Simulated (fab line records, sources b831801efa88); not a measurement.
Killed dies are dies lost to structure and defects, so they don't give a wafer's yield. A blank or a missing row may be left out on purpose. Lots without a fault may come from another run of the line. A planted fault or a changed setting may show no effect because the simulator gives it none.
One fault seen from 2 desks | flow gf180mcu | each desk has only its own numbers; what lay behind them comes last

THE TOOL OWNER'S DESK: litho_track-02
The tool's own readings at GF_M4_SOFTBAKE_10 (time 60 s): means of the sampled wafers that have a number, for each lot that ran on this tool. A lot is out of limits, marked OUT, if its mean lies more than 4 standard deviations from the usual mean; the brackets give that distance.
Columns: A = heater_power_total_W at GF_M4_SOFTBAKE_10, usual 93.05 W; B = plate_temp_C at GF_M4_SOFTBAKE_10, usual 129.99 C
lot  | first seen here | A               | B
L715 | day 23 22:07    | 93.06           | 129.92
L716 | day 24 13:37    | 93.06           | 129.97
L720 | day 26 05:31    | 93.06           | 129.88
L729 | day 28 21:40    | 95.76 (+45) OUT | 132.81 (+19) OUT
L732 | day 29 11:07    | 95.79 (+46) OUT | 132.78 (+19) OUT
This desk's finding: out of limits on L729, L732; first on L729, day 28 21:40 (heater_power_total_W at GF_M4_SOFTBAKE_10). In limits: L715, L716, L720.

THE METROLOGY DESK
What the gauges read, lot by lot, whatever tool the lot ran on: means of the sampled wafers that have a number. A lot is out of limits, marked OUT, if its mean lies more than 4 standard deviations from the usual mean; the brackets give that distance.
Columns: A = M4_ALCU_RS at GF_M4_RS_MEAS_05, usual 0.0692 ohm/sq; B = cd_nm at GF_M4_CD_MEAS_14, usual 279.6 nm
lot  | first seen here | A      | B
L715 | day 23 10:29    | 0.0688 | 280.9
L716 | day 24 02:44    | 0.0692 | 280.0
L717 | day 24 13:56    | 0.0692 | 279.3
L719 | day 25 14:04    | 0.0697 | 278.4
L720 | day 25 19:32    | 0.0694 | 281.2
L722 | day 26 16:22    | 0.0693 | 279.8
L723 | day 26 21:55    | 0.0696 | 280.3
L726 | day 28 07:01    | 0.0684 | 279.6
L729 | day 28 12:16    | 0.0695 | 269.2 (-8.0) OUT
L730 | day 28 20:59    | 0.0677 | 279.2
L732 | day 29 01:53    | 0.0689 | 272.0 (-5.8) OUT
L734 | day 29 23:32    | 0.0693 | 276.9
This desk's finding: out of limits on L729, L732; first on L729, day 29 07:36 (cd_nm at GF_M4_CD_MEAS_14). In limits: L715, L716, L717, L719, L720, L722, L723, L726, L730, L734.

PUT TOGETHER
The tool owner's desk could have raised an alarm at day 28 21:40, on L729, L732.
The metrology desk could have raised an alarm at day 29 07:36, on L729, L732.
Of the lots named, all ran GF_M4_SOFTBAKE_10 on litho_track-02.

WHAT THE SIMULATOR HAD PUT IN
Process parameter drift: litho_track-02, from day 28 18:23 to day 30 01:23, at GF_M4_SOFTBAKE_10. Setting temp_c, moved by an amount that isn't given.
Lots struck among those shown: L729, L732.
Hours from the fault's start to each desk's first reading out of limits: the tool owner's desk, 3; the metrology desk, 13.
